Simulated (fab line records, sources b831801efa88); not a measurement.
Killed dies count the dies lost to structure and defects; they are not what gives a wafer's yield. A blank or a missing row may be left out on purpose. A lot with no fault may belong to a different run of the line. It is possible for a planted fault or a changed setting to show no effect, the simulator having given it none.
Which tool was responsible? -- flow gf180mcu -- 12 lots, 36 wafers sampled, at 1 step of a route of 602

== WHAT THE GAUGES SHOWED, per wafer ==
GF_STI_THK_MEAS_04. Usual: STI_CVD_03_THK gives 208.5 nm (standard deviation 2.3).
lot,measured,on,STI_CVD_03_THK (nm),flag
L957,day 1 14:01,film_metro-03,210.4 209.1 208.2,
L958,day 1 18:34,film_metro-03,204.0 205.0 204.5,
L960,day 2 05:22,film_metro-02,208.8 209.6 209.2,
L961,day 2 10:04,film_metro-03,208.2 207.8 208.2,
L965,day 3 06:26,film_metro-04,211.0 211.0 211.7,
L967,day 3 17:08,film_metro-04,205.2 206.4 205.7,
L970,day 4 06:34,film_metro-02,205.1 206.0 206.5,
L971,day 4 13:00,film_metro-04,208.0 206.0 207.7,
L972,day 4 16:34,film_metro-04,209.6 210.3 209.4,
L974,day 5 02:38,film_metro-04,207.9 209.7 207.4,
L978,day 5 22:34,film_metro-04,212.4 212.1 214.3,
L980,day 6 09:36,film_metro-04,207.3 208.9 208.3,

== EACH LOT AND THE TOOL THAT RAN IT (in order: tool; ch and the chambers of the sampled wafers; start) ==
Record: no process step prior to these readings.

== WHAT THE TOOLS THEMSELVES READ (means of the sampled wafers that have a number; where no wafer has one, the mark that the record gives instead) ==
The record holds no such reading with a usual standard deviation.

== THE ANSWER, worked out from the rows above alone ==
Rule: take the mean of a lot's wafers that have a number; if it is more than 3 standard deviations from the usual mean, the lot is off. Also off: a lot with no number at a reading for which 4 or more lots have one. Where the step has rows for the other lots, those lots are counted as sound. Order of review: gauges by route order, followed by the tools' own readings, for which a lot's mean as printed above is used. The first step at which some lot is off is used, and at that step the reading that is off furthest; a lot without a number counts as furthest.
No lot is off at any reading shown: from this, nothing can be told.

== WHAT WAS PUT IN BY THE SIMULATOR ==
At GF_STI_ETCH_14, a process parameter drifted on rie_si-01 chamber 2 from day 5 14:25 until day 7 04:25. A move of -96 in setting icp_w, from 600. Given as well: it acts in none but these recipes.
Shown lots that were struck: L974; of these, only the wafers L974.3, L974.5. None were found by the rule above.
